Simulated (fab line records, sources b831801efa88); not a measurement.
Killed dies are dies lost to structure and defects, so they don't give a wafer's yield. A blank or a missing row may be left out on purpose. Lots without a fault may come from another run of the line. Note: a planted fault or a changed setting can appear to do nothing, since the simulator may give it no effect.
Which of the tools did it? || flow sky130 || 42 wafers from 14 lots sampled at 3 of the route's 708 steps

WHAT EACH GAUGE READ, for each wafer
SKY_LI_CONTACT_RS_MEAS_22: a four-point-probe measurement. Usual: for LI_CONTACT_W_RS the level is 0.285 ohm/sq and the standard deviation is 0.0039.
{"lot": "L364", "measured": "day 29 09:41", "on": "film metro-01", "LI_CONTACT_W_RS (ohm/sq)": "0.285 0.285 0.285", "flag": ""}
{"lot": "L365", "measured": "day 29 14:44", "on": "film metro-01", "LI_CONTACT_W_RS (ohm/sq)": "0.284 0.282 0.281", "flag": ""}
{"lot": "L374", "measured": "day 32 16:13", "on": "film metro-02", "LI_CONTACT_W_RS (ohm/sq)": "0.287 0.285 0.286", "flag": ""}
{"lot": "L376", "measured": "day 33 06:53", "on": "film metro-02", "LI_CONTACT_W_RS (ohm/sq)": "0.285 0.282 0.283", "flag": ""}
{"lot": "L377", "measured": "day 33 16:08", "on": "film metro-04", "LI_CONTACT_W_RS (ohm/sq)": "0.283 0.283 0.281", "flag": ""}
{"lot": "L378", "measured": "day 34 01:47", "on": "film metro-01", "LI_CONTACT_W_RS (ohm/sq)": "0.287 0.279 0.287", "flag": ""}
{"lot": "L379", "measured": "day 34 11:21", "on": "film metro-02", "LI_CONTACT_W_RS (ohm/sq)": "0.289 0.288 0.288", "flag": ""}
{"lot": "L380", "measured": "day 34 17:50", "on": "film metro-04", "LI_CONTACT_W_RS (ohm/sq)": "0.278 0.277 0.277", "flag": ""}
{"lot": "L381", "measured": "day 35 08:35", "on": "film metro-02", "LI_CONTACT_W_RS (ohm/sq)": "0.286 0.288 0.282", "flag": ""}
{"lot": "L382", "measured": "day 35 09:34", "on": "film metro-02", "LI_CONTACT_W_RS (ohm/sq)": "0.277 0.276 0.280", "flag": ""}
{"lot": "L384", "measured": "day 35 16:08", "on": "film metro-04", "LI_CONTACT_W_RS (ohm/sq)": "0.290 0.285 0.286", "flag": ""}
{"lot": "L385", "measured": "day 36 01:31", "on": "film metro-04", "LI_CONTACT_W_RS (ohm/sq)": "0.287 0.289 0.293", "flag": ""}
{"lot": "L386", "measured": "day 36 08:59", "on": "film metro-02", "LI_CONTACT_W_RS (ohm/sq)": "0.288 0.283 0.287", "flag": ""}
{"lot": "L387", "measured": "day 36 18:46", "on": "film metro-02", "LI_CONTACT_W_RS (ohm/sq)": "0.292 0.282 0.289", "flag": ""}

SKY_CONTACT_THK_MEAS_03. Usual: for CONTACT_HDPCVD_THK the level is 564 nm and the standard deviation is 5.
{"lot": "L364", "measured": "day 30 15:10", "on": "film metro-04", "CONTACT_HDPCVD_THK (nm)": "560 568 563", "flag": ""}
{"lot": "L365", "measured": "day 30 20:41", "on": "film metro-04", "CONTACT_HDPCVD_THK (nm)": "580 574 569", "flag": ""}
{"lot": "L374", "measured": "day 33 21:07", "on": "film metro-04", "CONTACT_HDPCVD_THK (nm)": "564 562 562", "flag": ""}
{"lot": "L376", "measured": "day 34 11:20", "on": "film metro-04", "CONTACT_HDPCVD_THK (nm)": "555 557 556", "flag": ""}
{"lot": "L377", "measured": "day 34 19:40", "on": "film metro-04", "CONTACT_HDPCVD_THK (nm)": "568 565 564", "flag": ""}
{"lot": "L378", "measured": "day 35 05:59", "on": "film metro-02", "CONTACT_HDPCVD_THK (nm)": "561 561 567", "flag": ""}
{"lot": "L379", "measured": "day 35 15:21", "on": "film metro-04", "CONTACT_HDPCVD_THK (nm)": "567 569 564", "flag": ""}
{"lot": "L380", "measured": "day 35 21:37", "on": "film metro-02", "CONTACT_HDPCVD_THK (nm)": "558 556 566", "flag": ""}
{"lot": "L381", "measured": "day 36 12:06", "on": "film metro-02", "CONTACT_HDPCVD_THK (nm)": "556 556 557", "flag": ""}
{"lot": "L382", "measured": "day 36 12:56", "on": "film metro-03", "CONTACT_HDPCVD_THK (nm)": "572 567 566", "flag": ""}
{"lot": "L384", "measured": "day 36 20:04", "on": "film metro-02", "CONTACT_HDPCVD_THK (nm)": "560 555 562", "flag": ""}
{"lot": "L385", "measured": "day 37 04:49", "on": "film metro-04", "CONTACT_HDPCVD_THK (nm)": "556 559 564", "flag": ""}
{"lot": "L386", "measured": "day 37 13:02", "on": "film metro-03", "CONTACT_HDPCVD_THK (nm)": "570 572 572", "flag": ""}
{"lot": "L387", "measured": "day 37 22:40", "on": "film metro-03", "CONTACT_HDPCVD_THK (nm)": "566 565 564", "flag": ""}

WHAT TOOL EACH LOT RAN ON (gives the tool, then ch and the chambers of the sampled wafers, and finally the start)
{"lot": "L364", "SKY_LI_CONTACT_CMP_24": "cmp-01 ch 0,1, day 29 09:52"}
{"lot": "L365", "SKY_LI_CONTACT_CMP_24": "cmp-01 ch 0,3, day 29 14:55"}
{"lot": "L374", "SKY_LI_CONTACT_CMP_24": "cmp-01 ch 0,2,3, day 32 16:22"}
{"lot": "L376", "SKY_LI_CONTACT_CMP_24": "cmp-01 ch 1,2, day 33 07:04"}
{"lot": "L377", "SKY_LI_CONTACT_CMP_24": "cmp-02 ch 1,2,3, day 33 16:17"}
{"lot": "L378", "SKY_LI_CONTACT_CMP_24": "cmp-02 ch 0,1, day 34 01:55"}
{"lot": "L379", "SKY_LI_CONTACT_CMP_24": "cmp-02 ch 2,3, day 34 11:35"}
{"lot": "L380", "SKY_LI_CONTACT_CMP_24": "cmp-02 ch 0,1, day 34 17:59"}
{"lot": "L381", "SKY_LI_CONTACT_CMP_24": "cmp-02 ch 0,3, day 35 08:46"}
{"lot": "L382", "SKY_LI_CONTACT_CMP_24": "cmp-02 ch 0,2,3, day 35 09:43"}
{"lot": "L384", "SKY_LI_CONTACT_CMP_24": "cmp-01 ch 0,1,3, day 35 16:22"}
{"lot": "L385", "SKY_LI_CONTACT_CMP_24": "cmp-01 ch 0,1,2, day 36 01:41"}
{"lot": "L386", "SKY_LI_CONTACT_CMP_24": "cmp-02 ch 1,2,3, day 36 09:16"}
{"lot": "L387", "SKY_LI_CONTACT_CMP_24": "cmp-01 ch 0,1,3, day 36 18:58"}
- SKY_LI_CONTACT_CMP_24: polishes, stops on PSG, t overpolish 20 s, target thk 0 nm.

WHAT THE TOOLS THEMSELVES READ (means of the sampled wafers that have a number; where no wafer has one, the mark that the record gives instead)
SKY_LI_CONTACT_CMP_24. Usual: edge zone pressure frac 1.001, standard deviation 0.0048; motor current A 11.4 A, standard deviation 0.94; overpolish run s 20.000 s, standard deviation 0.0091; time to endpoint s 95.9 s, standard deviation 2.8.
{"lot": "L364", "tool": "cmp-01", "edge zone pressure frac": 0.998, "motor current A (A)": 11.5, "overpolish run s (s)": 19.995, "time to endpoint s (s)": 92.0, "flag": ""}
{"lot": "L365", "tool": "cmp-01", "edge zone pressure frac": 1.004, "motor current A (A)": 11.7, "overpolish run s (s)": 20.000, "time to endpoint s (s)": 98.9, "flag": ""}
{"lot": "L374", "tool": "cmp-01", "edge zone pressure frac": 1.002, "motor current A (A)": 11.6, "overpolish run s (s)": 20.012, "time to endpoint s (s)": 92.5, "flag": ""}
{"lot": "L376", "tool": "cmp-01", "edge zone pressure frac": 1.005, "motor current A (A)": 11.3, "overpolish run s (s)": 20.005, "time to endpoint s (s)": 92.1, "flag": ""}
{"lot": "L377", "tool": "cmp-02", "edge zone pressure frac": 0.999, "motor current A (A)": 11.3, "overpolish run s (s)": 19.995, "time to endpoint s (s)": 99.6, "flag": ""}
{"lot": "L378", "tool": "cmp-02", "edge zone pressure frac": 1.000, "motor current A (A)": 12.1, "overpolish run s (s)": 20.003, "time to endpoint s (s)": 97.0, "flag": ""}
{"lot": "L379", "tool": "cmp-02", "edge zone pressure frac": 1.004, "motor current A (A)": 9.9, "overpolish run s (s)": 20.009, "time to endpoint s (s)": 95.6, "flag": ""}
{"lot": "L380", "tool": "cmp-02", "edge zone pressure frac": 1.001, "motor current A (A)": 12.1, "overpolish run s (s)": 19.997, "time to endpoint s (s)": 98.9, "flag": ""}
{"lot": "L381", "tool": "cmp-02", "edge zone pressure frac": 0.999, "motor current A (A)": 11.5, "overpolish run s (s)": 20.006, "time to endpoint s (s)": 96.9, "flag": ""}
{"lot": "L382", "tool": "cmp-02", "edge zone pressure frac": 1.003, "motor current A (A)": 11.1, "overpolish run s (s)": 19.992, "time to endpoint s (s)": 96.1, "flag": ""}
{"lot": "L384", "tool": "cmp-01", "edge zone pressure frac": 0.998, "motor current A (A)": 11.9, "overpolish run s (s)": 19.994, "time to endpoint s (s)": 99.4, "flag": ""}
{"lot": "L385", "tool": "cmp-01", "edge zone pressure frac": 0.996, "motor current A (A)": 10.7, "overpolish run s (s)": 20.008, "time to endpoint s (s)": 95.8, "flag": ""}
{"lot": "L386", "tool": "cmp-02", "edge zone pressure frac": 1.000, "motor current A (A)": 10.9, "overpolish run s (s)": 20.009, "time to endpoint s (s)": 95.2, "flag": ""}
{"lot": "L387", "tool": "cmp-01", "edge zone pressure frac": 0.999, "motor current A (A)": 11.8, "overpolish run s (s)": 20.001, "time to endpoint s (s)": 96.7, "flag": ""}

THE ANSWER, worked out from the rows above alone
Rule: a lot is off if the mean of its wafers that have a number lies more than 3 standard deviations from the usual mean. Also off: a lot with no number at a reading for which 4 or more lots have one. Where the step has rows for the other lots, those lots are counted as sound. The gauges are gone through in route order, then the tools' own readings, and for those a lot's mean is taken as printed above. At the first step where some lot is off, the reading lying furthest off is the one used; lots without a number count as furthest.
None of the lots is off at any reading shown; this tells nothing.

WHAT THE SIMULATOR HAD INSERTED
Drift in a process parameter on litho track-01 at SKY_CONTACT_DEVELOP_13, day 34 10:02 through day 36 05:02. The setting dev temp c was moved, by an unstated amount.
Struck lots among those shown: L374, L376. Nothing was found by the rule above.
